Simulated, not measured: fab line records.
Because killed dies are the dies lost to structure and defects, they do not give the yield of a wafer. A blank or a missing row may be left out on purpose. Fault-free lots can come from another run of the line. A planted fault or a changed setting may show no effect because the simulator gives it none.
Which tool was responsible? | flow sky130 | 12 lots, 36 wafers sampled, at 6 steps of a route of 708

== WHAT EACH GAUGE READ, for each wafer ==
SKY_POLY_CUT_CD_MEAS_08: target cd 270 nm.
lot  | measured     | on       | cdNm (nm)
L838 | day 25 16:54 | cdSem-02 | 270.7 268.4 269.0
L839 | day 25 22:05 | cdSem-01 | 270.5 268.3 269.9
L842 | day 27 03:27 | cdSem-01 | 272.7 271.2 272.1
L844 | day 27 11:51 | cdSem-02 | 270.4 272.3 273.0
L850 | day 29 15:01 | cdSem-02 | 268.8 270.1 271.0
L851 | day 30 00:10 | cdSem-01 | 272.9 271.1 271.9
L852 | day 30 06:16 | cdSem-02 | 271.0 271.6 271.5
L853 | day 30 18:49 | cdSem-01 | 270.7 271.8 270.4
L855 | day 31 02:14 | cdSem-02 | 271.1 270.6 271.0
L856 | day 31 11:13 | cdSem-01 | 269.0 269.0 269.7
L857 | day 31 19:23 | cdSem-02 | 271.2 271.2 270.6
L858 | day 32 03:08 | cdSem-01 | 269.1 268.9 270.4

SKY_POLY_CUT_OVL_MEAS_09.
lot  | measured     | on         | POLY_CUT_OVL (nm)
L838 | day 25 17:01 | overlay-02 | -2 2 -4
L839 | day 25 22:11 | overlay-01 | -7 -6 0
L842 | day 27 03:32 | overlay-01 | -3 -4 3
L844 | day 27 11:58 | overlay-02 | 6 -11 -10
L850 | day 29 15:05 | overlay-02 | 0 -5 -2
L851 | day 30 00:17 | overlay-01 | -2 -4 1
L852 | day 30 06:23 | overlay-02 | -8 -8 1
L853 | day 30 18:56 | overlay-02 | -7 -6 -10
L855 | day 31 02:20 | overlay-02 | 2 2 -10
L856 | day 31 11:19 | overlay-02 | -6 -6 -8
L857 | day 31 19:29 | overlay-02 | -10 -7 -4
L858 | day 32 03:14 | overlay-01 | -2 4 -1

SKY_SD_P_CD_MEAS_07: target cd 380 nm.
lot  | measured     | on       | cdNm (nm)
L838 | day 26 22:22 | cdSem-01 | 379.1 379.7 379.2
L839 | day 27 03:05 | cdSem-01 | 377.8 376.9 379.8
L842 | day 28 07:01 | cdSem-02 | 381.6 379.6 382.1
L844 | day 28 16:01 | cdSem-02 | 381.8 383.9 383.0
L850 | day 30 19:10 | cdSem-01 | 381.9 382.9 381.7
L851 | day 31 04:33 | cdSem-02 | 381.7 377.8 380.2
L852 | day 31 10:04 | cdSem-01 | 379.5 379.3 379.8
L853 | day 31 23:03 | cdSem-02 | 377.6 379.9 382.2
L855 | day 32 05:26 | cdSem-02 | 384.1 385.2 382.0
L856 | day 32 14:55 | cdSem-01 | 382.4 377.9 380.0
L857 | day 32 22:28 | cdSem-02 | 376.6 377.9 377.1
L858 | day 33 06:11 | cdSem-02 | 378.4 380.5 381.2

SKY_SD_N_RS_MEAS_16: uses a four-point probe to measure.
lot  | measured     | on           | SD_N_RS (ohm/sq)
L838 | day 29 07:10 | filmMetro-04 | 68.65 68.69 68.71
L839 | day 29 11:14 | filmMetro-04 | 68.55 68.52 68.62
L842 | day 30 16:32 | filmMetro-01 | 71.45 71.40 71.46
L844 | day 31 00:25 | filmMetro-01 | 71.43 71.29 71.47
L850 | day 33 02:48 | filmMetro-04 | 68.46 68.45 68.59
L851 | day 33 11:49 | filmMetro-01 | 68.55 68.40 68.59
L852 | day 33 17:28 | filmMetro-03 | 68.67 68.67 68.88
L853 | day 34 05:41 | filmMetro-04 | 68.56 68.60 68.80
L855 | day 34 10:55 | filmMetro-04 | 68.54 68.51 68.65
L856 | day 34 21:29 | filmMetro-03 | 68.52 68.57 68.47
L857 | day 35 04:04 | filmMetro-01 | 68.46 68.68 68.60
L858 | day 35 13:20 | filmMetro-03 | 68.45 68.50 68.58

SKY_SD_N_RS_MEAS_17: uses a four-point probe to measure.
lot  | measured     | on           | SD_P_RS (ohm/sq)
L838 | day 29 07:17 | filmMetro-04 | 148.1 147.7 147.4
L839 | day 29 11:21 | filmMetro-04 | 146.7 146.8 146.9
L842 | day 30 16:39 | filmMetro-01 | 162.6 162.2 162.4
L844 | day 31 00:32 | filmMetro-01 | 162.6 163.0 162.5
L850 | day 33 02:55 | filmMetro-04 | 146.7 146.6 147.2
L851 | day 33 11:56 | filmMetro-01 | 147.0 147.2 147.3
L852 | day 33 17:35 | filmMetro-03 | 147.5 147.6 148.0
L853 | day 34 05:49 | filmMetro-04 | 146.9 146.8 147.6
L855 | day 34 11:02 | filmMetro-04 | 146.9 147.5 147.4
L856 | day 34 21:37 | filmMetro-03 | 147.0 147.4 146.8
L857 | day 35 04:11 | filmMetro-01 | 146.9 147.5 147.4
L858 | day 35 13:28 | filmMetro-03 | 146.8 147.0 147.2

== WHAT TOOL EACH LOT RAN ON (gives the tool, then ch and the chambers of the sampled wafers, and finally the start) ==
lot  | SKY_SD_N_RTA_14
L838 | rtpAnneal-01 ch 0, day 29 06:59
L839 | rtpAnneal-02 ch 0, day 29 11:02
L842 | rtpAnneal-01 ch 0, day 30 16:20
L844 | rtpAnneal-01 ch 0, day 31 00:14
L850 | rtpAnneal-01 ch 0, day 33 02:35
L851 | rtpAnneal-02 ch 0, day 33 11:38
L852 | rtpAnneal-01 ch 0, day 33 17:17
L853 | rtpAnneal-01 ch 0, day 34 05:31
L855 | rtpAnneal-01 ch 0, day 34 10:43
L856 | rtpAnneal-02 ch 0, day 34 21:18
L857 | rtpAnneal-01 ch 0, day 35 03:53
L858 | rtpAnneal-02 ch 0, day 35 13:09
- SKY_SD_N_RTA_14: time 2 s.

== AS READ BY THE TOOLS THEMSELVES (means over the sampled wafers that have a number; for cases with no such wafer, the mark the record gives instead) ==
SKY_SD_N_RTA_14.
lot  | tool         | lampPowerPct (%) | wafer_temp_C_max
L838 | rtpAnneal-01 | 15.70            | 1078.0
L839 | rtpAnneal-02 | 15.74            | 1077.4
L842 | rtpAnneal-01 | 15.79            | 1078.5
L844 | rtpAnneal-01 | 15.72            | 1077.8
L850 | rtpAnneal-01 | 15.74            | 1076.7
L851 | rtpAnneal-02 | 15.78            | 1079.0
L852 | rtpAnneal-01 | 15.71            | 1078.5
L853 | rtpAnneal-01 | 15.79            | 1077.8
L855 | rtpAnneal-01 | 15.71            | 1078.7
L856 | rtpAnneal-02 | 15.74            | 1075.8
L857 | rtpAnneal-01 | 15.79            | 1077.8
L858 | rtpAnneal-02 | 15.78            | 1076.8

== THE ANSWER, worked out from the rows above alone ==
Rule: usual is defined by the lots themselves. Put in order of their means at a reading, lots are off if they are a third of the lots or fewer, leave a main group of 4 or more, and stand apart from it by a gap of 3 or more times the standard deviation of the main group's means; of several such gaps the widest counts. A main group whose means are all the same, to the digits that the tables above print for the reading, isn't used. Also off: a lot with no number at a reading for which 4 or more lots have one. All remaining lots with rows at the step are treated as sound. First the gauges in route order, then the tools' own readings, where a lot's mean is used as printed above. The first step at which some lot is off is used, and at that step the reading that is off furthest; a lot without a number counts as furthest.
Off: L842, L844, at SKY_SD_N_RS_MEAS_16 (SD_N_RS). The main group: mean 68.58 ohm/sq, standard deviation 0.078.
A tool fits if, at a process step before that reading, it ran every lot that is off, and no sound lot after the first of them. Those tools and the gauges at SKY_SD_N_RS_MEAS_16 are tried in the same way. Not one of the candidates tried fits.

== WHAT HAD BEEN PUT IN BY THE SIMULATOR ==
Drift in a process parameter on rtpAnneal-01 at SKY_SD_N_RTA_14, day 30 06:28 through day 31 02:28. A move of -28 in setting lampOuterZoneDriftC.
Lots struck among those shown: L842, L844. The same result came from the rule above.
